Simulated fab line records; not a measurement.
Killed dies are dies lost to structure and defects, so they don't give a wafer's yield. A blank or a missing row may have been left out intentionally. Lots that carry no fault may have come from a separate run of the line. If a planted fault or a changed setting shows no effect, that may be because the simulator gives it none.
Tool commonality check / flow sky130 / Sampled: 12 lots, 36 wafers

== THE REASON FOR OPENING IT ==
At SKY_SD_N_CD_MEAS_07 the reading cd_nm is flagged on 2 of 12 lots. Wafers without a fault read 380.3 nm, standard deviation 2.7.
Rule: a lot is flagged when every wafer of it that has a number lies more than 4 standard deviations from that mean, or none has a number. The rest of the lots are taken to be sound.

lot=L793; measured=day 27 08:38; on=cd_sem-02; cd_nm (nm), wafer by wafer=382.3 381.7 381.2; flag=
lot=L794; measured=day 27 12:01; on=cd_sem-02; cd_nm (nm), wafer by wafer=379.9 379.9 378.4; flag=
lot=L796; measured=day 29 07:09; on=cd_sem-01; cd_nm (nm), wafer by wafer=378.4 378.9 380.1; flag=
lot=L801; measured=day 31 08:25; on=cd_sem-01; cd_nm (nm), wafer by wafer=377.9 378.3 377.6; flag=
lot=L800; measured=day 31 09:32; on=cd_sem-01; cd_nm (nm), wafer by wafer=382.3 379.7 381.5; flag=
lot=L804; measured=day 31 14:00; on=cd_sem-01; cd_nm (nm), wafer by wafer=382.4 381.4 382.9; flag=
lot=L809; measured=day 33 17:38; on=cd_sem-01; cd_nm (nm), wafer by wafer=377.4 378.9 380.6; flag=
lot=L807; measured=day 33 20:01; on=cd_sem-01; cd_nm (nm), wafer by wafer=422.7 426.1 423.1; flag=FLAGGED
lot=L810; measured=day 34 08:23; on=cd_sem-01; cd_nm (nm), wafer by wafer=419.5 419.0 419.5; flag=FLAGGED
lot=L813; measured=day 34 17:43; on=cd_sem-02; cd_nm (nm), wafer by wafer=382.9 382.7 383.4; flag=
lot=L815; measured=day 35 02:49; on=cd_sem-01; cd_nm (nm), wafer by wafer=376.0 377.9 377.9; flag=
lot=L816; measured=day 35 10:37; on=cd_sem-02; cd_nm (nm), wafer by wafer=375.2 378.6 379.0; flag=
The numbers of the flagged lots are 421.6 nm on average: +41.3 nm against the usual, or +15 standard deviations.

== WHICH TOOL EACH LOT WENT THROUGH ==
The record holds 1 process step before the reading, out of a route of 708 steps. Every cell lists first the tool, next ch and the chambers used by the sampled wafers, and last the start.
lot=L793; flag=; SKY_SD_N_COAT_02=litho_track-02 ch 0, day 26 18:08
lot=L794; flag=; SKY_SD_N_COAT_02=litho_track-02 ch 0, day 26 21:22
lot=L796; flag=; SKY_SD_N_COAT_02=litho_track-01 ch 0, day 28 17:35
lot=L801; flag=; SKY_SD_N_COAT_02=litho_track-03 ch 0, day 30 18:13
lot=L800; flag=; SKY_SD_N_COAT_02=litho_track-02 ch 0, day 30 19:34
lot=L804; flag=; SKY_SD_N_COAT_02=litho_track-01 ch 0, day 31 00:35
lot=L809; flag=; SKY_SD_N_COAT_02=litho_track-03 ch 0, day 33 03:44
lot=L807; flag=FLAGGED; SKY_SD_N_COAT_02=litho_track-01 ch 0, day 33 06:20
lot=L810; flag=FLAGGED; SKY_SD_N_COAT_02=litho_track-01 ch 0, day 33 18:52
lot=L813; flag=; SKY_SD_N_COAT_02=litho_track-03 ch 0, day 34 03:32
lot=L815; flag=; SKY_SD_N_COAT_02=litho_track-02 ch 0, day 34 13:37
lot=L816; flag=; SKY_SD_N_COAT_02=litho_track-03 ch 0, day 34 21:50
What is done by these steps:
- SKY_SD_N_COAT_02: resist thk 1140 nm.
- SKY_SD_N_CD_MEAS_07: target cd 380 nm.

== FLAGGED OVER TOTAL, TOOL BY TOOL (the gauges that took the reading come last) ==
step=SKY_SD_N_COAT_02; tool=litho_track-01; lots run=4; flagged=2; share of the flagged lots=all; sound lots run after its first flagged lot=0
step=SKY_SD_N_COAT_02; tool=litho_track-02; lots run=4; flagged=0; share of the flagged lots=none; sound lots run after its first flagged lot=-
step=SKY_SD_N_COAT_02; tool=litho_track-03; lots run=4; flagged=0; share of the flagged lots=none; sound lots run after its first flagged lot=-
step=SKY_SD_N_CD_MEAS_07; tool=cd_sem-01; lots run=8; flagged=2; share of the flagged lots=all; sound lots run after its first flagged lot=1 (L815)
step=SKY_SD_N_CD_MEAS_07; tool=cd_sem-02; lots run=4; flagged=0; share of the flagged lots=none; sound lots run after its first flagged lot=-

== WHAT THE TABLE ALLOWS ==
Table rows that saw every flagged lot: 2, namely litho_track-01 at SKY_SD_N_COAT_02 and cd_sem-01 at SKY_SD_N_CD_MEAS_07.
- litho_track-01 at SKY_SD_N_COAT_02: 2 of its 4 lots flagged. It ran its last sound lot, L804, at day 31 00:35 and its first flagged lot, L807, at day 33 06:20: a fault with its onset between the two fits.
- cd_sem-01 at SKY_SD_N_CD_MEAS_07: 2 of its 8 lots flagged. After the first flagged lot (L815), sound lots still ran on it; a lasting fault on the whole tool would not permit that.
Just one tool remains: litho_track-01 at SKY_SD_N_COAT_02.

== WHAT WAS PUT IN BY THE SIMULATOR ==
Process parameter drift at SKY_SD_N_COAT_02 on litho_track-01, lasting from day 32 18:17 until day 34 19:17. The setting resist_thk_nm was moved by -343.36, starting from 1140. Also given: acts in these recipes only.
Shown lots that were struck: L807, L810. This agrees with what the rule above found.
